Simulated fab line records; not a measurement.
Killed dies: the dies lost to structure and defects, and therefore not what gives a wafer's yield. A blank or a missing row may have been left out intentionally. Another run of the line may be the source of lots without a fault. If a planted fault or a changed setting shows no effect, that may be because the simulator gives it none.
fab line records	flow gf180mcu
[record] lots = 24	wafers = 72	last_day = 35
route steps=602 shown V2@408 M4@460 V4@486 MIM@503 M5@536 TOP_METAL@581
lots that met no fault: from a run of the same line without faults
start_h: hours from the record's opening day to when the first of the lot's shown wafers began	wait_h: hours since the lot's step before	" same as the row above	L1.1+2: several wafers, shown together as one row	- no value present, or no start provided	* or withheld: withheld	< > ~ a bound
route shown NAME@n: NAME is a module with steps in the file, n the number in the route of the first one	usual: the fault-free wafers' mean and standard deviation	same: alike in all rows	chamber/n: place in a boat	sites: per-site readings	_std_site: how widely they spread, as a standard deviation	_edge_site: inner sites' mean taken away from outer sites' mean	radius_mm: for every site, how far away it sits from the centre of the wafer	mask NAME#n: copy n	behind: tool/chamber where the wafer was last shaped	hold: the reason the lot was held/the length of the hold in hours/how it ended	device: the n, p or np transistor that did not switch	end of line: the route-end tests of the same wafers	where a step has no rows: the recipe by itself	killed: not the wafer's yield, but the dies lost to structure and defects at the first sort	map: per-die view of a wafer (x killed, . not killed, _ where there is no die)
set.NAME: the setting the step ran with; set.NAME@STEP: the setting that earlier step ran with	model.NAME: the simulator's own value behind a step, which no gauge read
one table for each step of the route and one row for each wafer, over a sample of lots
services: the hour from which a tool's chamber was out of use, counted from the record's first day as start_h (under 0 if before that day), plus the number of hours and why
[[steps]]
[step GF_V2_CMP_26]
[recipe] stop_on = SiO2	down_force_psi = 3.5	platen_rpm = 60	t_overpolish_s = 15	target_thk_nm = 0	pad_velocity_m_s = 0.94248
[usual] motor_current_A = 11.1/1.4	overpolish_run_s = 15.000/0.0096	retaining_ring_pressure_frac = 1.000/0.005	time_to_endpoint_s = 84/3.6
lot.wafer	tool	chamber	start_h	wait_h	motor_current_A	overpolish_run_s	retaining_ring_pressure_frac	time_to_endpoint_s
L074.4	cmp-02	1	474.92	0.0	10.2	15.011	0.996	87
L074.1	"	2	"	"	13.7	15.002	0.997	87
L074.5	"	2	"	"	13.6	15.018	0.998	88
L075.4	cmp-02	3	480.75	0.0	10.4	14.979	0.997	84
L075.2	"	1	"	"	10.4	15.002	1.008	86
L075.5	"	3	"	"	10.5	15.005	0.999	87
L076.1	cmp-01	0	487.40	0.1	10.3	14.998	1.001	89
L076.3	"	1	"	"	10.0	15.012	0.995	81
L076.4	"	2	"	"	9.7	15.009	0.991	86
L077.1	cmp-02	1	505.74	0.1	10.8	14.992	1.005	86
L077.3	"	0	"	"	10.5	14.994	1.005	78
L077.6	"	2	"	"	14.2	15.010	0.993	85
L078.1	cmp-02	0	517.53	0.1	10.8	14.998	1.007	81
L078.2	"	1	"	"	10.2	15.018	0.998	83
L078.5	"	3	"	"	10.3	14.991	0.999	83
L079.2	cmp-01	1	528.92	0.1	10.4	14.991	1.004	82
L079.1	"	2	"	"	9.3	14.990	1.008	85
L079.6	"	0	"	"	9.7	14.997	1.002	93
L080.4	cmp-01	3	536.81	0.0	13.3	14.993	0.999	85
L080.3	"	0	"	"	10.6	14.993	0.997	93
L080.6	"	0	"	"	9.8	15.013	0.998	92
L081.3	cmp-02	0	548.70	0.1	10.7	14.998	1.002	82
L081.2	"	1	"	"	10.7	15.007	1.003	93
L081.4	"	2	"	"	13.3	14.984	1.010	84
L082.4	cmp-02	3	548.95	0.3	10.7	15.019	0.994	83
L082.1	"	2	"	"	13.8	15.006	1.004	87
L082.5	"	3	"	"	10.9	14.995	0.996	85
L083.3	cmp-02	1	554.61	0.0	9.8	15.000	1.004	85
L083.4	"	3	"	"	10.4	15.004	1.004	82
L083.6	"	2	"	"	14.0	14.997	1.001	83
L084.2	cmp-02	3	579.67	0.9	10.3	15.007	1.002	85
L084.3	"	0	"	"	10.3	15.011	0.998	80
L084.5	"	2	"	"	13.3	14.997	1.005	81
L085.4	cmp-02	0	580.22	1.1	10.7	15.012	1.001	80
L085.3	"	2	"	"	13.7	14.988	0.987	81
L085.1	"	3	"	"	10.9	14.996	1.000	80
L086.3	cmp-01	2	583.49	0.2	9.9	15.005	1.002	85
L086.1	"	1	"	"	10.2	15.015	1.002	81
L086.5	"	3	"	"	13.5	15.006	0.990	81
L087.2	cmp-02	2	588.46	0.0	13.5	15.017	1.006	80
L087.3	"	1	"	"	9.9	15.009	0.998	84
L087.5	"	2	"	"	14.1	14.988	1.007	83
L088.3	cmp-02	1	600.27	0.0	10.3	15.006	1.007	86
L088.2	"	2	"	"	12.8	14.991	0.996	79
L088.5	"	2	"	"	13.6	14.998	1.001	78
L089.4	cmp-02	0	606.04	0.1	11.2	14.988	0.994	80
L089.1	"	1	"	"	10.0	15.009	1.000	81
L089.6	"	2	"	"	13.2	15.004	0.995	80
L090.3	cmp-01	1	623.54	0.0	9.9	15.012	1.002	80
L090.4	"	2	"	"	9.0	14.986	0.998	85
L090.6	"	1	"	"	9.8	15.009	0.999	84
L091.3	cmp-01	3	624.42	0.1	13.4	14.988	1.007	83
L091.2	"	0	"	"	10.0	15.006	0.996	87
L091.5	"	1	"	"	10.5	15.022	0.999	80
L092.3	cmp-01	0	626.97	0.1	10.2	15.010	1.001	90
L092.2	"	2	"	"	9.0	15.010	0.989	86
L092.6	"	3	"	"	12.9	14.982	1.000	82
L093.4	cmp-02	3	632.36	0.0	10.7	15.006	1.000	86
L093.1	"	0	"	"	11.0	14.993	0.997	83
L093.5	"	0	"	"	11.0	14.995	0.995	85
L094.3	cmp-01	1	644.15	0.0	10.1	14.999	0.997	79
L094.4	"	0	"	"	10.4	14.989	1.000	87
L094.6	"	1	"	"	10.0	14.987	0.995	78
L095.3	cmp-02	3	649.58	0.0	10.8	14.999	1.000	86
L095.2	"	2	"	"	12.9	15.003	0.983	88
L095.6	"	0	"	"	11.2	14.990	1.001	85
L096.1	cmp-01	0	668.36	0.1	10.4	15.009	0.999	91
L096.3	"	1	"	"	10.5	15.000	0.999	83
L096.2	"	2	"	"	9.2	15.002	0.999	88
L097.2	cmp-01	2	669.72	0.1	9.7	15.001	0.990	87
L097.4	"	3	"	"	12.8	14.996	0.996	84
L097.5	"	1	"	"	10.0	14.986	0.998	82
[step GF_M4_SPUTTER_04]
[recipe] material = TiN	target_thk_nm = 50	power_w = 6500	time_s = 41.7	chamber_pressure_pa = 0.4
[usual] throttle_valve_pct = 30.4/1
lot.wafer	tool	chamber	start_h	wait_h	throttle_valve_pct
L074.1	pvd_sputter-04	-	525.32	0.0	28.4
L074.4	"	-	"	"	32.4
L074.5	"	-	"	"	31.0
L075.2	pvd_sputter-02	-	532.20	0.0	29.3
L075.4	"	-	"	"	28.7
L075.5	"	-	"	"	29.4
L076.1	pvd_sputter-02	-	538.69	0.0	29.1
L076.3	"	-	"	"	29.0
L076.4	"	-	"	"	30.7
L077.1	pvd_sputter-03	-	556.59	0.0	31.2
L077.3	"	-	"	"	30.4
L077.6	"	-	"	"	30.4
L078.1	pvd_sputter-02	-	579.20	0.0	30.9
L078.2	"	-	"	"	29.7
L078.5	"	-	"	"	28.9
L079.1	pvd_sputter-03	-	581.30	0.0	31.0
L079.2	"	-	"	"	30.6
L079.6	"	-	"	"	30.3
L080.3	pvd_sputter-03	-	584.38	0.0	31.1
L080.4	"	-	"	"	31.2
L080.6	"	-	"	"	31.1
L081.2	pvd_sputter-02	-	595.83	0.0	30.8
L081.3	"	-	"	"	29.6
L081.4	"	-	"	"	28.8
L082.1	pvd_sputter-02	-	599.18	0.0	28.8
L082.4	"	-	"	"	30.6
L082.5	"	-	"	"	30.6
L083.3	pvd_sputter-03	-	601.06	0.0	30.8
L083.4	"	-	"	"	30.7
L083.6	"	-	"	"	30.5
L084.2	pvd_sputter-03	-	625.48	0.0	31.2
L084.3	"	-	"	"	31.0
L084.5	"	-	"	"	30.7
L085.1	pvd_sputter-04	-	625.85	0.0	30.8
L085.3	"	-	"	"	28.4
L085.4	"	-	"	"	32.4
L086.1	pvd_sputter-03	-	632.02	0.0	30.3
L086.3	"	-	"	"	30.3
L086.5	"	-	"	"	30.6
L087.2	pvd_sputter-04	-	634.33	0.0	28.6
L087.3	"	-	"	"	31.2
L087.5	"	-	"	"	30.8
L088.2	pvd_sputter-04	-	645.02	0.0	28.5
L088.3	"	-	"	"	32.4
L088.5	"	-	"	"	30.9
L089.1	pvd_sputter-04	-	651.57	0.0	28.4
L089.4	"	-	"	"	32.4
L089.6	"	-	"	"	28.7
L090.3	pvd_sputter-04	-	667.45	0.0	32.3
L090.4	"	-	"	"	31.0
L090.6	"	-	"	"	28.4
L091.2	pvd_sputter-03	-	669.40	0.0	30.3
L091.3	"	-	"	"	31.0
L091.5	"	-	"	"	30.7
L092.2	pvd_sputter-04	-	671.90	0.0	28.4
L092.3	"	-	"	"	30.9
L092.6	"	-	"	"	28.5
L093.1	pvd_sputter-04	-	676.52	0.0	31.1
L093.4	"	-	"	"	31.1
L093.5	"	-	"	"	28.2
L094.3	pvd_sputter-03	-	687.00	0.0	30.7
L094.4	"	-	"	"	31.0
L094.6	"	-	"	"	30.8
L095.2	pvd_sputter-04	-	692.18	0.0	30.8
L095.3	"	-	"	"	28.5
L095.6	"	-	"	"	28.2
L096.1	pvd_sputter-03	-	709.67	0.0	30.6
L096.2	"	-	"	"	31.2
L096.3	"	-	"	"	30.8
L097.2	pvd_sputter-03	-	711.77	0.0	30.6
L097.4	"	-	"	"	30.7
L097.5	"	-	"	"	30.8
[step GF_V4_SOFTBAKE_10]
[recipe] temp_c = 130	time_s = 61.28	resist = KrF
[usual] exhaust_pa = 45.0/0.85	plate_sensor_t_centre_C = 131.01/0.0098	plate_sensor_t_edge_C = 131.21/0.01
lot.wafer	tool	chamber	start_h	wait_h	exhaust_pa	plate_sensor_t_centre_C	plate_sensor_t_edge_C
L074.1	litho_track-01	0	-	-	43.9	131.02	131.21
L074.4	"	0	"	"	44.0	131	131.22
L074.5	"	0	"	"	43.7	131.02	131.2
L075.2	litho_track-03	0	-	-	44.3	131.02	131.23
L075.4	"	0	"	"	45.7	131.03	131.21
L075.5	"	0	"	"	45.1	131.02	131.21
L076.1	litho_track-02	0	-	-	44.8	131	131.21
L076.3	"	0	"	"	44.5	131.02	131.21
L076.4	"	0	"	"	46.6	131.01	131.22
L077.1	litho_track-02	0	-	-	44.1	131.02	131.21
L077.3	"	0	"	"	44.7	131	131.21
L077.6	"	0	"	"	44.9	131	131.21
L078.1	litho_track-03	0	-	-	43.7	130.99	131.21
L078.2	"	0	"	"	44.4	131	131.2
L078.5	"	0	"	"	45.6	131.01	131.2
L079.1	litho_track-01	0	-	-	44.7	131	131.22
L079.2	"	0	"	"	44.8	131.02	131.2
L079.6	"	0	"	"	45.2	131	131.21
L080.3	litho_track-02	0	-	-	44.6	131.02	131.23
L080.4	"	0	"	"	45.1	131.01	131.21
L080.6	"	0	"	"	45.0	131	131.19
L081.2	litho_track-03	0	-	-	46.4	131.01	131.21
L081.3	"	0	"	"	45.6	131.02	131.2
L081.4	"	0	"	"	46.5	131	131.21
L082.1	litho_track-02	0	-	-	44.5	131.02	131.2
L082.4	"	0	"	"	45.9	131.01	131.22
L082.5	"	0	"	"	43.4	131.01	131.21
L083.3	litho_track-02	0	-	-	45.1	131.01	131.21
L083.4	"	0	"	"	45.2	131.02	131.2
L083.6	"	0	"	"	45.6	131.03	131.2
L084.2	litho_track-01	0	-	-	45.9	131.01	131.22
L084.3	"	0	"	"	46.6	131.02	131.23
L084.5	"	0	"	"	46.2	131.01	131.22
L085.1	litho_track-03	0	-	-	44.9	131	131.23
L085.3	"	0	"	"	44.0	130.99	131.21
L085.4	"	0	"	"	43.8	131.01	131.21
L086.1	litho_track-02	0	-	-	44.4	131.01	131.22
L086.3	"	0	"	"	44.2	131.01	131.19
L086.5	"	0	"	"	46.5	131.02	131.2
L087.2	litho_track-03	0	-	-	45.0	131.02	131.22
L087.3	"	0	"	"	46.2	131.03	131.22
L087.5	"	0	"	"	46.0	131.02	131.2
L088.2	litho_track-03	0	-	-	44.6	131.02	131.22
L088.3	"	0	"	"	45.1	131.03	131.21
L088.5	"	0	"	"	44.5	131.02	131.21
L089.1	litho_track-03	0	-	-	44.4	131.01	131.21
L089.4	"	0	"	"	44.1	131.01	131.22
L089.6	"	0	"	"	44.6	131.01	131.22
L090.3	litho_track-03	0	-	-	46.2	131.01	131.2
L090.4	"	0	"	"	45.5	131.03	131.19
L090.6	"	0	"	"	46.2	131.01	131.21
L091.2	litho_track-01	0	-	-	45.8	131.01	131.21
L091.3	"	0	"	"	44.7	131.02	131.23
L091.5	"	0	"	"	44.8	131.01	131.2
L092.2	litho_track-03	0	-	-	45.5	131	131.22
L092.3	"	0	"	"	43.8	131.01	131.23
L092.6	"	0	"	"	46.0	131.02	131.22
L093.1	litho_track-01	0	-	-	45.1	131.03	131.18
L093.4	"	0	"	"	45.2	131.01	131.22
L093.5	"	0	"	"	44.5	131.02	131.21
L094.3	litho_track-01	0	-	-	44.5	131.02	131.22
L094.4	"	0	"	"	44.4	131.03	131.21
L094.6	"	0	"	"	44.8	131.01	131.2
L095.2	litho_track-01	0	-	-	44.0	131.01	131.2
L095.3	"	0	"	"	44.8	131.01	131.21
L095.6	"	0	"	"	44.5	131.03	131.19
L096.1	litho_track-01	0	-	-	44.8	131.01	131.23
L096.2	"	0	"	"	46.0	131.01	131.19
L096.3	"	0	"	"	45.7	131.02	131.21
L097.2	litho_track-01	0	-	-	45.5	131.02	131.2
L097.4	"	0	"	"	44.7	131.01	131.21
L097.5	"	0	"	"	45.4	131.01	131.21
[step GF_MIM_SPUTTER_00]
[recipe] material = Ti	target_thk_nm = 37.5	arriving_ion_energy_ev = 80	substrate_temp_c = 200	chamber_pressure_pa = 2	power_w = 4000	time_s = 150
[usual] throttle_valve_pct = 30.0/1.4
lot.wafer	tool	chamber	start_h	wait_h	throttle_valve_pct
L074.1	pvd_sputter-04	-	580.22	0.2	32.4
L074.4	"	-	"	"	31.1
L074.5	"	-	"	"	32.5
L075.2	pvd_sputter-04	-	582.02	0.1	32.4
L075.4	"	-	"	"	31.1
L075.5	"	-	"	"	30.9
L076.1	pvd_sputter-02	-	585.06	0.1	28.9
L076.3	"	-	"	"	29.7
L076.4	"	-	"	"	30.9
L077.1	pvd_sputter-02	-	603.90	0.2	30.7
L077.3	"	-	"	"	29.4
L077.6	"	-	"	"	30.6
L078.1	pvd_sputter-04	-	624.19	0.2	28.3
L078.2	"	-	"	"	32.4
L078.5	"	-	"	"	31.0
L079.1	pvd_sputter-01	-	626.32	0.2	28.3
L079.2	"	-	"	"	29.9
L079.6	"	-	"	"	27.6
L080.3	pvd_sputter-02	-	629.99	0.2	28.8
L080.4	"	-	"	"	29.6
L080.6	"	-	"	"	28.8
L081.2	pvd_sputter-04	-	640.04	0.1	30.9
L081.3	"	-	"	"	32.5
L081.4	"	-	"	"	31.0
L082.1	pvd_sputter-02	-	643.89	0.2	29.4
L082.4	"	-	"	"	29.9
L082.5	"	-	"	"	29.9
L083.3	pvd_sputter-02	-	645.51	0.1	29.0
L083.4	"	-	"	"	29.4
L083.6	"	-	"	"	30.8
L084.2	pvd_sputter-04	-	669.00	0.1	31.0
L084.3	"	-	"	"	28.4
L084.5	"	-	"	"	31.0
L085.1	pvd_sputter-04	-	669.52	0.2	28.3
L085.3	"	-	"	"	31.0
L085.4	"	-	"	"	31.0
L086.1	pvd_sputter-02	-	675.88	0.2	29.3
L086.3	"	-	"	"	29.9
L086.5	"	-	"	"	29.8
L087.2	pvd_sputter-04	-	676.93	0.2	31.0
L087.3	"	-	"	"	31.2
L087.5	"	-	"	"	31.4
L088.2	pvd_sputter-02	-	686.69	0.1	29.7
L088.3	"	-	"	"	29.2
L088.5	"	-	"	"	29.7
L089.1	pvd_sputter-01	-	694.04	0.2	29.7
L089.4	"	-	"	"	31.6
L089.6	"	-	"	"	28.2
L090.3	pvd_sputter-01	-	709.19	0.2	29.8
L090.4	"	-	"	"	31.3
L090.6	"	-	"	"	31.5
L091.2	pvd_sputter-01	-	710.99	0.2	29.8
L091.3	"	-	"	"	27.7
L091.5	"	-	"	"	31.2
L092.2	pvd_sputter-01	-	713.71	0.2	27.8
L092.3	"	-	"	"	31.3
L092.6	"	-	"	"	27.5
L093.1	pvd_sputter-01	-	717.86	0.2	29.8
L093.4	"	-	"	"	27.8
L093.5	"	-	"	"	27.5
L094.3	pvd_sputter-04	-	726.26	0.2	30.9
L094.4	"	-	"	"	32.4
L094.6	"	-	"	"	30.8
L095.2	pvd_sputter-04	-	732.78	0.2	28.5
L095.3	"	-	"	"	32.5
L095.6	"	-	"	"	32.4
L096.1	pvd_sputter-04	-	748.06	0.2	28.4
L096.2	"	-	"	"	32.4
L096.3	"	-	"	"	31.1
L097.2	pvd_sputter-01	-	750.57	0.1	29.8
L097.4	"	-	"	"	31.5
L097.5	"	-	"	"	29.9
[step GF_M5_METAL_ETCH_10]
[recipe] chemistry = Cl2/BCl3	mask_material = KrF	target_depth_nm = 627.5	stop_on = SiO2	pressure_mtorr = 8	icp_w = 800	bias_w = 140	Cl2_flow_sccm = 80	bcl3_flow_sccm = 40	time_s = 104.6
[usual] drypump_motor_current_A = 5.7/0.64	oes_product_au = 0.971/0.0057	throttle_valve_pct = 28.251/0.011
lot.wafer	tool	chamber	start_h	wait_h	drypump_motor_current_A	oes_product_au	rf_hours_counter_h	throttle_valve_pct
L074.1	rie_metal-03	0	623.02	0.0	6.0	0.970	5	28.270
L074.4	"	0	"	"	6.0	0.966	-	28.254
L074.5	"	0	"	"	6.0	0.968	-	28.261
L075.2	rie_metal-04	0	625.27	0.0	6.3	0.959	3	28.256
L075.4	"	1	"	"	5.2	0.975	-	28.249
L075.5	"	0	"	"	6.3	0.974	-	28.244
L076.1	rie_metal-03	1	629.24	0.0	4.8	0.960	9	28.261
L076.3	"	0	"	"	6.1	0.964	-	28.258
L076.4	"	1	"	"	4.8	0.966	-	28.253
L077.1	rie_metal-03	1	647.09	0.0	4.8	0.970	9	28.252
L077.3	"	1	"	"	4.8	0.973	-	28.264
L077.6	"	0	"	"	6.0	0.969	-	28.263
L078.1	rie_metal-03	0	663.59	0.0	6.0	0.968	7	28.239
L078.2	"	1	"	"	4.8	0.980	10	28.266
L078.5	"	1	"	"	4.8	0.970	-	28.245
L079.1	rie_metal-02	0	667.89	0.0	5.4	0.977	3	28.247
L079.2	"	1	"	"	6.6	0.978	1	28.242
L079.6	"	1	"	"	6.6	0.971	-	28.250
L080.3	rie_metal-04	1	671.16	0.0	5.2	0.964	-	28.256
L080.4	"	0	"	"	6.3	0.971	-	28.247
L080.6	"	1	"	"	5.2	0.961	-	28.258
L081.2	rie_metal-03	0	680.11	0.0	6.1	0.968	7	28.246
L081.3	"	0	"	"	6.1	0.973	-	28.235
L081.4	"	1	"	"	4.8	0.974	-	28.236
L082.1	rie_metal-02	0	683.26	0.0	5.4	0.970	3	28.258
L082.4	"	1	"	"	6.6	0.969	-	28.245
L082.5	"	1	"	"	6.6	0.970	-	28.253
L083.3	rie_metal-03	0	685.67	0.0	6.1	0.975	-	28.243
L083.4	"	1	"	"	4.8	0.979	-	28.267
L083.6	"	0	"	"	6.0	0.964	-	28.251
L084.2	rie_metal-04	0	708.56	0.0	6.3	0.977	6	28.249
L084.3	"	0	"	"	6.3	0.982	-	28.265
L084.5	"	0	"	"	6.3	0.970	-	28.240
L085.1	rie_metal-03	1	708.92	0.0	4.8	0.969	12	28.253
L085.3	"	1	"	"	4.8	0.983	-	28.244
L085.4	"	0	"	"	6.0	0.981	-	28.235
L086.1	rie_metal-02	0	715.29	0.0	5.4	0.974	4	28.260
L086.3	"	0	"	"	5.4	0.972	-	28.252
L086.5	"	0	"	"	5.4	0.976	-	28.243
L087.2	rie_metal-02	1	716.17	0.0	6.6	0.965	3	28.261
L087.3	"	1	"	"	6.6	0.968	-	28.231
L087.5	"	0	"	"	5.4	0.970	-	28.260
L088.2	rie_metal-04	0	723.89	0.0	6.3	0.967	6	28.225
L088.3	"	0	"	"	6.3	0.966	-	28.250
L088.5	"	1	"	"	5.2	0.965	-	28.246
L089.1	rie_metal-03	1	731.74	0.0	4.7	0.970	12	28.274
L089.4	"	1	"	"	4.8	0.977	-	28.242
L089.6	"	0	"	"	6.1	0.972	-	28.273
L090.3	rie_metal-03	0	744.92	0.0	6.0	0.973	-	28.237
L090.4	"	1	"	"	4.8	0.972	-	28.256
L090.6	"	0	"	"	6.0	0.973	-	28.242
L091.2	rie_metal-03	0	748.42	0.0	6.0	0.976	10	28.256
L091.3	"	0	"	"	6.0	0.967	-	28.259
L091.5	"	0	"	"	6.0	0.968	-	28.248
L092.2	rie_metal-02	0	750.09	0.0	5.4	0.977	6	28.234
L092.3	"	1	"	"	6.6	0.975	-	28.246
L092.6	"	0	"	"	5.4	0.972	-	28.252
L093.1	rie_metal-04	1	754.74	0.0	5.2	0.957	0	28.244
L093.4	"	1	"	"	5.2	0.973	-	28.258
L093.5	"	0	"	"	6.3	0.963	-	28.247
L094.3	rie_metal-04	0	761.31	0.0	6.3	0.968	-	28.265
L094.4	"	1	"	"	5.2	0.963	-	28.251
L094.6	"	1	"	"	5.2	0.963	-	28.254
L095.2	rie_metal-02	1	768.40	0.0	6.6	0.975	5	28.250
L095.3	"	1	"	"	6.5	0.972	-	28.253
L095.6	"	1	"	"	6.6	0.972	-	28.246
L096.1	rie_metal-02	1	781.52	0.0	6.6	0.965	6	28.252
L096.2	"	0	"	"	5.4	0.975	7	28.233
L096.3	"	0	"	"	5.4	0.974	-	28.249
L097.2	rie_metal-04	0	783.48	0.0	6.3	0.970	10	28.244
L097.4	"	0	"	"	6.3	0.960	-	28.229
L097.5	"	1	"	"	5.2	0.981	-	28.240
[step GF_TOP_METAL_CD_MEAS_14]
[recipe] target_cd_nm = 440
[usual] cd_nm = 439.6/2.3
lot.wafer	tool	chamber	start_h	wait_h	cd_nm
L074.1	cd_sem-01	-	665.95	0.1	439.2
L074.4	"	-	"	"	438.6
L074.5	"	-	"	"	441.3
L075.2	cd_sem-01	-	668.77	0.1	438.8
L075.4	"	-	"	"	435.8
L075.5	"	-	"	"	438.2
L076.1	cd_sem-02	-	672.78	0.1	442.6
L076.3	"	-	"	"	441.2
L076.4	"	-	"	"	443.3
L077.1	cd_sem-02	-	690.40	0.1	439.4
L077.3	"	-	"	"	440.6
L077.6	"	-	"	"	438.7
L078.1	cd_sem-01	-	704.50	0.1	444.1
L078.2	"	-	"	"	443.8
L078.5	"	-	"	"	442.3
L079.1	cd_sem-01	-	708.30	0.1	439.8
L079.2	"	-	"	"	440.2
L079.6	"	-	"	"	440.8
L080.3	cd_sem-01	-	712.48	0.1	440.3
L080.4	"	-	"	"	438.4
L080.6	"	-	"	"	443.4
L081.2	cd_sem-01	-	721.00	0.1	437.2
L081.3	"	-	"	"	438.8
L081.4	"	-	"	"	439.4
L082.1	cd_sem-02	-	723.15	0.1	435.4
L082.4	"	-	"	"	436.2
L082.5	"	-	"	"	438.1
L083.3	cd_sem-01	-	725.02	0.1	439.9
L083.4	"	-	"	"	438.0
L083.6	"	-	"	"	440.6
L084.2	cd_sem-01	-	747.47	0.1	441.0
L084.3	"	-	"	"	440.3
L084.5	"	-	"	"	441.0
L085.1	cd_sem-02	-	748.70	0.1	437.6
L085.3	"	-	"	"	439.4
L085.4	"	-	"	"	439.0
L086.1	cd_sem-02	-	754.32	0.2	442.7
L086.3	"	-	"	"	441.0
L086.5	"	-	"	"	444.8
L087.2	cd_sem-02	-	754.46	0.3	439.1
L087.3	"	-	"	"	440.3
L087.5	"	-	"	"	439.0
L088.2	cd_sem-01	-	760.90	0.1	442.9
L088.3	"	-	"	"	442.1
L088.5	"	-	"	"	441.6
L089.1	cd_sem-02	-	769.14	0.1	440.8
L089.4	"	-	"	"	439.6
L089.6	"	-	"	"	439.5
L090.3	cd_sem-01	-	781.03	0.1	441.3
L090.4	"	-	"	"	441.7
L090.6	"	-	"	"	442.8
L091.2	cd_sem-01	-	783.15	0.1	439.5
L091.3	"	-	"	"	437.3
L091.5	"	-	"	"	436.5
L092.2	cd_sem-01	-	786.32	0.1	435.4
L092.3	"	-	"	"	437.1
L092.6	"	-	"	"	439.2
L093.1	cd_sem-02	-	790.00	0.1	436.3
L093.4	"	-	"	"	435.0
L093.5	"	-	"	"	437.0
L094.3	cd_sem-01	-	796.89	0.1	435.8
L094.4	"	-	"	"	436.3
L094.6	"	-	"	"	434.3
L095.2	cd_sem-01	-	804.19	0.1	440.9
L095.3	"	-	"	"	439.2
L095.6	"	-	"	"	437.0
L096.1	cd_sem-02	-	815.49	0.1	439.0
L096.2	"	-	"	"	440.0
L096.3	"	-	"	"	440.8
L097.2	cd_sem-01	-	816.56	0.1	439.2
L097.4	"	-	"	"	441.8
L097.5	"	-	"	"	442.1
[[services]]
tool	chamber	start_h	hours	kind
cmp-01	-	477.16	4.5	repair
pvd_sputter-02	-	493.07	5.3	repair
cmp-02	-	518.96	1.6	repair
cmp-02	-	541.22	1.8	repair
cmp-01	-	548.49	2.0	repair
cmp-02	-	551.82	0.3	repair
rie_metal-03	1	563.23	11.3	repair
cmp-02	-	572.62	4.0	pm
cmp-01	-	587.48	1.5	repair
pvd_sputter-04	-	605.96	5.5	repair
cmp-02	-	624.80	3.8	repair
cmp-02	-	640.30	1.3	repair
pvd_sputter-03	-	656.64	1.5	repair
cmp-02	-	657.46	9.1	repair
cmp-02	-	670.06	1.8	repair
cmp-01	-	678.37	1.0	repair
cmp-02	-	689.11	1.7	repair
cmp-02	-	701.99	7.1	pm
cmp-01	-	703.72	0.7	repair
pvd_sputter-03	-	718.88	3.1	repair
cmp-01	-	726.52	0.7	repair
cmp-01	-	744.00	4.0	pm
pvd_sputter-04	-	754.77	0.5	repair
cmp-02	-	780.10	7.1	pm
[[key]]
fault none
